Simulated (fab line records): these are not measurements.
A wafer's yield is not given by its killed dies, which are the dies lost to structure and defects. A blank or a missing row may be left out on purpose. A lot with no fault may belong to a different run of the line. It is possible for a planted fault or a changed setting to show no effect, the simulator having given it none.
fab line records | flow sky130
record lots=24 wafers=72 last-day=50
route steps=708 shown LDD_LDN@301 SPACER@305 RES_XHIGH@341 SD_N@356 LI_CONTACT@365
lots with no fault: from the same line, run without faults
start-h: hours from the record's first day to the start of the lot's first wafer shown | wait-h: hours from the lot's prior step to this one | " identical to the entry in the row above | L1.1+2: a single row standing in for several wafers | - either no value or no given start | * or withheld: withheld | < > ~ a bound
route shown NAME@n: names a module that has steps shown in the file, with the first one's number in the route | usual: average and standard deviation across the fault-free wafers | same: alike in all rows | chamber/n: place in a boat | sites: each site's reading | _std_site: the values' standard deviation | _edge_site: outer sites' mean less inner sites' | radius-mm: for every site, how far away it sits from the centre of the wafer | mask NAME#n: copy n | behind: the most recent tool/chamber to have shaped the wafer | hold: what put the lot on hold/how long, in hours/how the hold closed | device: names the non-switching transistor (n, p or np) | end of line: the tests these same wafers got at the end of their route | step lacking rows: just its recipe | killed: not the wafer's yield, but the dies lost to structure and defects at the first sort | map: a wafer's dies, x killed, . not, _ none there
set.NAME: the setting as run; set.NAME@STEP: as run at that earlier step | model.NAME: the simulator's own value behind a step, which no gauge read
a sample of lots followed through the steps of the route, with each step as a table and each wafer as a row
services: the hour from which a tool's chamber was out of use, counted from the record's first day as start-h (under 0 if before that day), plus the number of hours and why
## steps
# step SKY_LDD_LDN_STRIP_12
# recipe chemistry=O2/N2 power-w=1400 pressure-mtorr=1500 platen-temp-c=withheld o2-flow-sccm=3000 n2-flow-sccm=300 overash-fraction=0.5
# usual drypump-motor-current-A=5.7/0.41 oes-product-au=0.715/0.0047 strip-time-to-endpoint-s=14.20/0.04
# columns lot.wafer tool chamber start-h wait-h drypump-motor-current-A oes-product-au rf-hours-counter-h strip-time-to-endpoint-s
L074.1 plasma-asher-02 0 517.90 0.1 5.8 0.715 82 14.12
L074.2 " 1 " " 6.2 0.714 82 14.16
L074.3 " 0 " " 5.8 0.716 - 14.15
L075.2 plasma-asher-01 1 532.81 0.1 6.1 0.717 38 14.17
L075.4 " 0 " " 5.3 0.716 - 14.16
L075.5 " 1 " " 6.1 0.724 - 14.13
L076.2 plasma-asher-03 0 535.11 0.1 6.0 0.716 10 14.27
L076.3 " 1 " " 5.1 0.717 - 14.25
L076.6 " 0 " " 6.0 0.711 - 14.24
L077.1 plasma-asher-01 0 560.95 0.1 5.3 0.722 41 14.12
L077.3 " 1 " " 6.0 0.716 - 14.13
L077.4 " 0 " " 5.3 0.713 - 14.18
L078.3 plasma-asher-01 1 563.18 0.1 6.0 0.711 - 14.17
L078.5 " 1 " " 6.0 0.716 - 14.19
L078.6 " 0 " " 5.3 0.718 - 14.24
L079.1 plasma-asher-01 1 567.50 0.1 6.0 0.723 41 14.13
L079.3 " 0 " " 5.3 0.710 - 14.15
L079.4 " 1 " " 6.0 0.714 - 14.13
L080.3 plasma-asher-02 0 578.81 0.1 5.8 0.707 - 14.22
L080.4 " 1 " " 6.2 0.714 - 14.23
L080.5 " 0 " " 5.8 0.712 - 14.23
L083.1 plasma-asher-02 1 614.33 0.1 6.2 0.715 92 14.19
L083.2 " 0 " " 5.8 0.724 92 14.24
L083.5 " 0 " " 5.8 0.712 - 14.21
L081.1 plasma-asher-01 0 615.58 0.1 5.3 0.719 47 14.22
L081.2 " 1 " " 6.0 0.722 47 14.24
L081.4 " 0 " " 5.3 0.705 - 14.22
L082.2 plasma-asher-02 1 615.88 0.1 6.2 0.712 92 14.14
L082.3 " 0 " " 5.8 0.717 - 14.19
L082.4 " 1 " " 6.2 0.711 - 14.20
L084.2 plasma-asher-02 1 620.18 0.1 6.2 0.720 92 14.18
L084.3 " 1 " " 6.2 0.718 - 14.23
L084.5 " 1 " " 6.2 0.709 - 14.22
L085.2 plasma-asher-01 0 627.33 0.1 5.3 0.706 48 14.19
L085.5 " 0 " " 5.3 0.725 - 14.17
L085.6 " 1 " " 6.0 0.714 - 14.18
L086.2 plasma-asher-02 0 651.25 0.1 5.8 0.712 97 14.23
L086.4 " 0 " " 5.8 0.722 - 14.23
L086.5 " 0 " " 5.8 0.717 - 14.26
L087.3 plasma-asher-03 0 653.36 0.1 6.0 0.716 - 14.21
L087.4 " 1 " " 5.0 0.713 - 14.18
L087.6 " 1 " " 5.1 0.719 - 14.16
L088.1 plasma-asher-01 1 654.63 0.1 6.0 0.704 52 14.19
L088.3 " 1 " " 6.1 0.721 - 14.18
L088.6 " 0 " " 5.3 0.725 - 14.13
L089.2 plasma-asher-03 0 660.56 0.1 6.0 0.718 19 14.16
L089.4 " 0 " " 6.0 0.715 - 14.14
L089.5 " 0 " " 6.0 0.720 - 14.21
L090.2 plasma-asher-01 0 662.48 0.1 5.3 0.724 52 14.17
L090.5 " 1 " " 6.1 0.716 - 14.21
L090.6 " 0 " " 5.3 0.720 - 14.19
L092.2 plasma-asher-02 1 672.63 0.1 6.3 0.725 99 14.16
L092.4 " 0 " " 5.8 0.715 - 14.15
L092.5 " 0 " " 5.8 0.717 - 14.17
L091.1 plasma-asher-03 0 674.90 0.1 6.0 0.717 20 14.24
L091.2 " 1 " " 5.1 0.711 20 14.26
L091.4 " 1 " " 5.0 0.719 - 14.25
L093.1 plasma-asher-01 1 688.23 0.1 6.1 0.713 55 14.27
L093.2 " 0 " " 5.3 0.714 55 14.26
L093.3 " 0 " " 5.3 0.712 - 14.25
L094.3 plasma-asher-03 0 690.06 0.1 6.0 0.716 - 14.19
L094.4 " 1 " " 5.1 0.718 - 14.19
L094.5 " 1 " " 5.0 0.714 - 14.18
L095.1 plasma-asher-01 1 699.06 0.1 6.1 0.708 56 14.23
L095.4 " 0 " " 5.3 0.719 - 14.24
L095.5 " 0 " " 5.3 0.723 - 14.25
L096.1 plasma-asher-02 1 711.71 0.1 6.2 0.716 103 14.23
L096.2 " 0 " " 5.8 0.711 103 14.27
L096.3 " 0 " " 5.8 0.715 - 14.19
L097.1 plasma-asher-03 0 712.10 0.1 6.0 0.722 24 14.19
L097.4 " 0 " " 6.0 0.711 - 14.16
L097.5 " 1 " " 5.0 0.710 - 14.21
# step SKY_SPACER_THK_MEAS_01
# recipe reads=Si3N4_of_SPACER_CVD_00
# usual SPACER_CVD_00_THK=43.1/0.39
# columns lot.wafer tool chamber start-h wait-h SPACER_CVD_00_THK[nm]
L074.1 film-metro-03 - 519.91 0.0 43.2
L074.2 " - " " 43.1
L074.3 " - " " 42.9
L075.2 film-metro-03 - 534.24 0.0 42.9
L075.4 " - " " 42.9
L075.5 " - " " 42.8
L076.2 film-metro-04 - 538.16 0.0 42.7
L076.3 " - " " 43.2
L076.6 " - " " 42.8
L077.1 film-metro-03 - 562.36 0.0 44.0
L077.3 " - " " 43.6
L077.4 " - " " 43.7
L078.3 film-metro-01 - 564.64 0.0 44.0
L078.5 " - " " 44.1
L078.6 " - " " 43.7
L079.1 film-metro-04 - 568.91 0.0 43.0
L079.3 " - " " 42.9
L079.4 " - " " 43.3
L080.3 film-metro-03 - 580.81 0.0 43.2
L080.4 " - " " 43.3
L080.5 " - " " 43.1
L081.1 film-metro-01 - 618.00 0.0 43.0
L081.2 " - " " 43.0
L081.4 " - " " 43.1
L083.1 film-metro-03 - 618.00 0.0 42.8
L083.2 " - " " 43.4
L083.5 " - " " 43.0
L082.2 film-metro-04 - 618.01 0.0 42.9
L082.3 " - " " 42.8
L082.4 " - " " 43.3
L084.2 film-metro-03 - 621.66 0.0 42.7
L084.3 " - " " 42.6
L084.5 " - " " 43.1
L085.2 film-metro-03 - 628.82 0.0 42.9
L085.5 " - " " 42.8
L085.6 " - " " 42.8
L086.2 film-metro-04 - 652.68 0.0 42.8
L086.4 " - " " 42.6
L086.5 " - " " 42.4
L087.3 film-metro-04 - 654.78 0.0 42.7
L087.4 " - " " 43.2
L087.6 " - " " 42.9
L088.1 film-metro-03 - 657.02 0.0 43.3
L088.3 " - " " 43.3
L088.6 " - " " 43.2
L089.2 film-metro-03 - 667.49 0.0 43.0
L089.4 " - " " 43.3
L089.5 " - " " 43.0
L090.2 film-metro-04 - 667.49 0.0 43.6
L090.5 " - " " 43.6
L090.6 " - " " 43.6
L092.2 film-metro-01 - 675.08 0.0 42.8
L092.4 " - " " 42.9
L092.5 " - " " 42.9
L091.1 film-metro-04 - 677.63 0.0 42.9
L091.2 " - " " 43.0
L091.4 " - " " 42.8
L093.1 film-metro-01 - 691.27 0.0 43.6
L093.2 " - " " 43.5
L093.3 " - " " 43.5
L094.3 film-metro-04 - 693.09 0.0 42.5
L094.4 " - " " 42.4
L094.5 " - " " 42.6
L095.1 film-metro-03 - 701.77 0.0 43.0
L095.4 " - " " 43.1
L095.5 " - " " 43.2
L096.1 film-metro-01 - 713.13 0.0 43.3
L096.2 " - " " 43.1
L096.3 " - " " 43.9
L097.1 film-metro-03 - 714.34 0.0 42.9
L097.4 " - " " 42.5
L097.5 " - " " 42.6
# step SKY_RES_XHIGH_TW_MEAS_09
# usual RES_XHIGH_TW=1643/8.4
# columns lot.wafer tool chamber start-h wait-h RES_XHIGH_TW
L074.1 film-metro-02 - 609.44 0.1 1647
L074.2 " - " " 1642
L074.3 " - " " 1640
L075.2 film-metro-01 - 622.28 0.1 1648
L075.4 " - " " 1642
L075.5 " - " " 1642
L076.2 film-metro-02 - 626.35 0.1 1644
L076.3 " - " " 1642
L076.6 " - " " 1641
L077.1 film-metro-01 - 650.24 0.1 1653
L077.3 " - " " 1638
L077.4 " - " " 1637
L078.3 film-metro-02 - 652.06 0.1 1627
L078.5 " - " " 1632
L078.6 " - " " 1640
L079.1 film-metro-02 - 656.18 0.1 1643
L079.3 " - " " 1635
L079.4 " - " " 1634
L080.3 film-metro-04 - 665.31 0.1 1630
L080.4 " - " " 1628
L080.5 " - " " 1639
L082.2 film-metro-01 - 703.23 0.1 1647
L082.3 " - " " 1649
L082.4 " - " " 1647
L083.1 film-metro-01 - 703.54 0.1 1659
L083.2 " - " " 1641
L083.5 " - " " 1646
L081.1 film-metro-02 - 704.44 0.1 1638
L081.2 " - " " 1634
L081.4 " - " " 1649
L084.2 film-metro-02 - 706.20 0.1 1637
L084.3 " - " " 1638
L084.5 " - " " 1630
L085.2 film-metro-04 - 712.28 0.1 1642
L085.5 " - " " 1632
L085.6 " - " " 1636
L086.2 film-metro-01 - 734.75 0.1 1638
L086.4 " - " " 1642
L086.5 " - " " 1644
L087.3 film-metro-04 - 737.76 0.1 1642
L087.4 " - " " 1636
L087.6 " - " " 1636
L088.1 film-metro-02 - 739.95 0.1 1641
L088.3 " - " " 1642
L088.6 " - " " 1640
L089.2 film-metro-04 - 750.78 0.1 1648
L089.4 " - " " 1647
L089.5 " - " " 1642
L090.2 film-metro-01 - 754.75 0.1 1657
L090.5 " - " " 1654
L090.6 " - " " 1652
L092.2 film-metro-04 - 756.90 0.1 1642
L092.4 " - " " 1631
L092.5 " - " " 1649
L091.1 film-metro-01 - 760.44 0.1 1657
L091.2 " - " " 1647
L091.4 " - " " 1651
L093.1 film-metro-01 - 773.09 0.1 1666
L093.2 " - " " 1659
L093.3 " - " " 1656
L094.3 film-metro-01 - 774.81 0.1 1668
L094.4 " - " " 1653
L094.5 " - " " 1659
L095.1 film-metro-02 - 782.72 0.1 1628
L095.4 " - " " 1631
L095.5 " - " " 1627
L096.1 film-metro-02 - 793.19 0.1 1638
L096.2 " - " " 1649
L096.3 " - " " 1643
L097.1 film-metro-01 - 794.67 0.1 1651
L097.4 " - " " 1649
L097.5 " - " " 1634
# step SKY_SD_N_RTA_14
# recipe temp-c=1075 time-s=2 idle-temp-c=650 ramp-up-c-per-s=150 ramp-down-c-per-s=90 ambient=N2
# usual lamp-power-pct=15.73/0.051 wafer_temp_C_max=1078.1/1.2
# columns lot.wafer tool chamber start-h wait-h lamp-power-pct wafer_temp_C_max
L074.1 rtp-anneal-02 0 638.68 0.0 15.74 1078.1
L074.2 " 0 " " 15.77 1078.9
L074.3 " 0 " " 15.78 1076.6
L075.2 rtp-anneal-01 0 651.58 0.0 15.75 1077.9
L075.4 " 0 " " 15.71 1078.5
L075.5 " 0 " " 15.68 1075.6
L076.2 rtp-anneal-02 0 656.01 0.0 15.78 1077.4
L076.3 " 0 " " 15.75 1077.7
L076.6 " 0 " " 15.69 1077.8
L077.1 rtp-anneal-01 0 678.39 0.0 15.73 1076.7
L077.3 " 0 " " 15.74 1076.5
L077.4 " 0 " " 15.82 1076.2
L078.3 rtp-anneal-02 0 679.80 0.0 15.70 1077.6
L078.5 " 0 " " 15.79 1077.6
L078.6 " 0 " " 15.78 1077.1
L079.1 rtp-anneal-01 0 684.58 0.0 15.70 1076.6
L079.3 " 0 " " 15.68 1077.7
L079.4 " 0 " " 15.64 1077.3
L080.3 rtp-anneal-02 0 692.96 0.0 15.74 1076.1
L080.4 " 0 " " 15.73 1079.9
L080.5 " 0 " " 15.77 1077.8
L082.2 rtp-anneal-01 0 731.09 0.0 15.73 1076.9
L082.3 " 0 " " 15.79 1077.2
L082.4 " 0 " " 15.71 1079.6
L083.1 rtp-anneal-02 0 731.20 0.0 15.79 1078.4
L083.2 " 0 " " 15.72 1076.9
L083.5 " 0 " " 15.73 1076.7
L081.1 rtp-anneal-01 0 731.89 0.0 15.70 1077.5
L081.2 " 0 " " 15.65 1078.2
L081.4 " 0 " " 15.85 1078.5
L084.2 rtp-anneal-02 0 733.67 0.0 15.62 1076.7
L084.3 " 0 " " 15.65 1078.3
L084.5 " 0 " " 15.77 1077.5
L085.2 rtp-anneal-01 0 739.45 0.0 15.70 1076.8
L085.5 " 0 " " 15.84 1079.9
L085.6 " 0 " " 15.75 1077.5
L086.2 rtp-anneal-02 0 761.33 0.0 15.71 1077.6
L086.4 " 0 " " 15.76 1076.0
L086.5 " 0 " " 15.73 1076.1
L087.3 rtp-anneal-01 0 764.45 0.0 15.78 1078.4
L087.4 " 0 " " 15.72 1077.4
L087.6 " 0 " " 15.67 1079.9
L088.1 rtp-anneal-02 0 767.08 0.0 15.69 1079.4
L088.3 " 0 " " 15.73 1078.2
L088.6 " 0 " " 15.66 1079.1
L089.2 rtp-anneal-01 0 777.80 0.0 15.79 1076.5
L089.4 " 0 " " 15.72 1077.8
L089.5 " 0 " " 15.79 1079.2
L090.2 rtp-anneal-02 0 781.92 0.0 15.67 1079.4
L090.5 " 0 " " 15.81 1079.1
L090.6 " 0 " " 15.70 1076.7
L092.2 rtp-anneal-01 0 784.42 0.0 15.70 1077.5
L092.4 " 0 " " 15.78 1080.2
L092.5 " 0 " " 15.67 1077.3
L091.1 rtp-anneal-02 0 787.53 0.0 15.73 1076.7
L091.2 " 0 " " 15.68 1081.6
L091.4 " 0 " " 15.76 1079.7
L093.1 rtp-anneal-01 0 800.13 0.0 15.63 1078.9
L093.2 " 0 " " 15.72 1077.3
L093.3 " 0 " " 15.74 1076.6
L094.3 rtp-anneal-02 0 802.01 0.0 15.67 1077.3
L094.4 " 0 " " 15.73 1077.7
L094.5 " 0 " " 15.71 1077.7
L095.1 rtp-anneal-01 0 809.44 0.0 15.72 1078.4
L095.4 " 0 " " 15.72 1078.7
L095.5 " 0 " " 15.75 1080.3
L096.1 rtp-anneal-02 0 819.98 0.0 15.78 1078.4
L096.2 " 0 " " 15.73 1077.3
L096.3 " 0 " " 15.68 1078.0
L097.1 rtp-anneal-01 0 821.83 0.0 15.65 1078.0
L097.4 " 0 " " 15.66 1079.5
L097.5 " 0 " " 15.69 1078.4
# step SKY_LI_CONTACT_BOW_MEAS_03
# recipe mode=bow
# usual LI_CONTACT_BOW=57/6.8
# columns lot.wafer tool chamber start-h wait-h LI_CONTACT_BOW[um]
L074.1 film-metro-02 - 639.69 0.2 39
L074.2 " - " " 55
L074.3 " - " " 54
L075.2 film-metro-01 - 652.61 0.2 51
L075.4 " - " " 54
L075.5 " - " " 50
L076.2 film-metro-04 - 657.04 0.3 61
L076.3 " - " " 57
L076.6 " - " " 75
L077.1 film-metro-04 - 679.40 0.1 56
L077.3 " - " " 42
L077.4 " - " " 53
L078.3 film-metro-02 - 680.86 0.3 56
L078.5 " - " " 49
L078.6 " - " " 61
L079.1 film-metro-04 - 685.59 0.2 59
L079.3 " - " " 53
L079.4 " - " " 54
L080.3 film-metro-02 - 694.00 0.1 59
L080.4 " - " " 73
L080.5 " - " " 63
L082.2 film-metro-02 - 732.11 0.3 60
L082.3 " - " " 65
L082.4 " - " " 56
L083.1 film-metro-01 - 732.21 0.2 43
L083.2 " - " " 60
L083.5 " - " " 61
L081.1 film-metro-02 - 732.90 0.1 54
L081.2 " - " " 60
L081.4 " - " " 63
L084.2 film-metro-02 - 734.70 0.3 66
L084.3 " - " " 64
L084.5 " - " " 66
L085.2 film-metro-01 - 740.48 0.1 54
L085.5 " - " " 54
L085.6 " - " " 48
L086.2 film-metro-04 - 762.36 0.1 59
L086.4 " - " " 50
L086.5 " - " " 57
L087.3 film-metro-04 - 765.48 0.2 61
L087.4 " - " " 60
L087.6 " - " " 59
L088.1 film-metro-04 - 768.42 0.1 46
L088.3 " - " " 58
L088.6 " - " " 48
L089.2 film-metro-02 - 778.82 0.3 61
L089.4 " - " " 55
L089.5 " - " " 65
L090.2 film-metro-04 - 783.00 0.2 63
L090.5 " - " " 66
L090.6 " - " " 65
L092.2 film-metro-04 - 785.45 0.2 61
L092.4 " - " " 61
L092.5 " - " " 52
L091.1 film-metro-04 - 788.54 0.1 49
L091.2 " - " " 59
L091.4 " - " " 57
L093.1 film-metro-04 - 801.24 0.2 66
L093.2 " - " " 48
L093.3 " - " " 48
L094.3 film-metro-04 - 803.09 0.1 56
L094.4 " - " " 58
L094.5 " - " " 70
L095.1 film-metro-02 - 810.45 0.2 51
L095.4 " - " " 47
L095.5 " - " " 52
L096.1 film-metro-01 - 820.99 0.2 61
L096.2 " - " " 60
L096.3 " - " " 51
L097.1 film-metro-02 - 822.84 0.2 67
L097.4 " - " " 49
L097.5 " - " " 54
# step SKY_LI_CONTACT_CD_MEAS_12
# recipe target-cd-nm=170
# usual cd-nm=170.1/1.5
# columns lot.wafer tool chamber start-h wait-h cd-nm
L074.1 cd-sem-02 - 667.86 - 168.7
L074.2 " - " " 167.4
L074.3 " - " " 168.7
L075.2 cd-sem-02 - 679.69 - 169.0
L075.4 " - " " 169.7
L075.5 " - " " 168.5
L076.2 cd-sem-01 - 684.91 - 170.2
L076.3 " - " " 169.9
L076.6 " - " " 170.3
L077.1 cd-sem-02 - 706.29 - 169.2
L077.3 " - " " 170.6
L077.4 " - " " 169.2
L078.3 cd-sem-02 - 708.45 - 171.5
L078.5 " - " " 168.9
L078.6 " - " " 171.7
L079.1 cd-sem-01 - 712.97 - 170.8
L079.3 " - " " 171.4
L079.4 " - " " 169.6
L080.3 cd-sem-02 - 721.50 - 171.7
L080.4 " - " " 171.5
L080.5 " - " " 170.9
L082.2 cd-sem-02 - 758.33 - 169.0
L082.3 " - " " 169.9
L082.4 " - " " 169.4
L083.1 cd-sem-02 - 759.14 - 171.7
L083.2 " - " " 170.4
L083.5 " - " " 169.6
L081.1 cd-sem-02 - 760.36 - 170.5
L081.2 " - " " 170.4
L081.4 " - " " 171.2
L084.2 cd-sem-02 - 761.03 - 167.6
L084.3 " - " " 168.5
L084.5 " - " " 166.9
L085.2 cd-sem-02 - 767.73 - 170.7
L085.5 " - " " 170.7
L085.6 " - " " 170.6
L086.2 cd-sem-01 - 789.08 - 169.8
L086.4 " - " " 170.5
L086.5 " - " " 171.1
L087.3 cd-sem-01 - 791.63 - 168.8
L087.4 " - " " 170.2
L087.6 " - " " 169.7
L088.1 cd-sem-01 - 794.77 - 167.3
L088.3 " - " " 169.4
L088.6 " - " " 168.8
L089.2 cd-sem-01 - 805.68 - 172.2
L089.4 " - " " 171.7
L089.5 " - " " 171.8
L090.2 cd-sem-01 - 810.09 - 169.0
L090.5 " - " " 169.9
L090.6 " - " " 169.5
L092.2 cd-sem-02 - 812.98 - 171.9
L092.4 " - " " 169.8
L092.5 " - " " 170.8
L091.1 cd-sem-02 - 815.21 - 166.5
L091.2 " - " " 167.2
L091.4 " - " " 167.9
L093.1 cd-sem-01 - 828.21 - 172.6
L093.2 " - " " 172.5
L093.3 " - " " 172.6
L094.3 cd-sem-02 - 829.78 - 170.7
L094.4 " - " " 171.5
L094.5 " - " " 171.0
L095.1 cd-sem-02 - 837.31 - 170.3
L095.4 " - " " 169.9
L095.5 " - " " 169.2
L096.1 cd-sem-01 - 847.29 - 167.7
L096.2 " - " " 167.8
L096.3 " - " " 167.4
L097.1 cd-sem-01 - 849.54 - 173.5
L097.4 " - " " 172.6
L097.5 " - " " 171.3
## services
# columns tool chamber start-h hours kind
rtp-anneal-02 - 509.97 5.1 pm
plasma-asher-03 - 576.64 2.3 repair
plasma-asher-03 - 609.13 39.3 pm
plasma-asher-01 - 634.31 2.8 pm
plasma-asher-02 - 733.75 9.0 pm
plasma-asher-02 0 733.75 9.0 vent-cycle
plasma-asher-02 1 733.75 9.0 vent-cycle
plasma-asher-02 0 742.75 - clean
plasma-asher-02 1 742.75 - clean
plasma-asher-02 - 781.15 2.8 pm
## key
fault none
